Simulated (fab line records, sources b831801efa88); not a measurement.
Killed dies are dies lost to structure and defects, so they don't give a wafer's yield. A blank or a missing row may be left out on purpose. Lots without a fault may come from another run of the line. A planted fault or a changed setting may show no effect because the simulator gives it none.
One fault seen from 2 desks | flow gf180mcu | each desk has only its own numbers; what lay behind them comes last

THE TOOL OWNER'S DESK: cmp-01
The tool's own readings at GF_CONTACT_CMP_04 (polishes SiO2): means of the sampled wafers that have a number, for each lot that ran on this tool. A lot is out of limits, marked OUT, if its mean lies more than 4 standard deviations from the usual mean; the brackets give that distance.
Columns: A = motor_current_A at GF_CONTACT_CMP_04, usual 12.2 A; B = time_to_endpoint_s at GF_CONTACT_CMP_04, usual 112 s
lot  | first seen here | A    | B
L900 | day 17 04:38    | 11.5 | 110
L904 | day 19 03:02    | 11.9 | 112
L906 | day 19 21:41    | 11.4 | 118
L915 | day 22 14:41    | 11.7 | 95
L916 | day 22 23:56    | 12.2 | 89 (-4.6) OUT
This desk's finding: out of limits on L916; first on L916, day 22 23:56 (time_to_endpoint_s at GF_CONTACT_CMP_04). In limits: L900, L904, L906, L915.

THE METROLOGY DESK
What the gauges read, lot by lot, whatever tool the lot ran on: means of the sampled wafers that have a number. A lot is out of limits, marked OUT, if its mean lies more than 4 standard deviations from the usual mean; the brackets give that distance.
Columns: A = CONTACT_CVD_02_THK at GF_CONTACT_THK_MEAS_03, usual 859 nm
lot  | first seen here | A
L895 | day 15 05:23    | 866
L896 | day 15 14:54    | 875
L897 | day 15 21:35    | 853
L898 | day 16 16:23    | 858
L899 | day 16 16:36    | 851
L900 | day 17 04:35    | 866
L901 | day 17 16:35    | 846
L902 | day 18 14:09    | 857
L904 | day 19 02:55    | 863
L905 | day 19 19:14    | 863
L906 | day 19 21:28    | 867
L915 | day 22 14:35    | 871
L916 | day 22 23:55    | 859
This desk's finding: nothing out of limits on any of the 13 lots.

PUT TOGETHER
The tool owner's desk could have raised an alarm at day 22 23:56, on L916.
The metrology desk saw nothing out of limits.
The metrology desk has L916 on record, within its limits.
Of the lots named, all ran GF_CONTACT_CMP_04 on cmp-01.

WHAT THE SIMULATOR HAD PUT IN
Process parameter drift: cmp-01, from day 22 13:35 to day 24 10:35, at GF_CONTACT_CMP_04. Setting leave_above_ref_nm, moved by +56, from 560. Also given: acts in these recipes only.
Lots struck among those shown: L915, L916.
Hours from the fault's start to each desk's first reading out of limits: the tool owner's desk, 10.
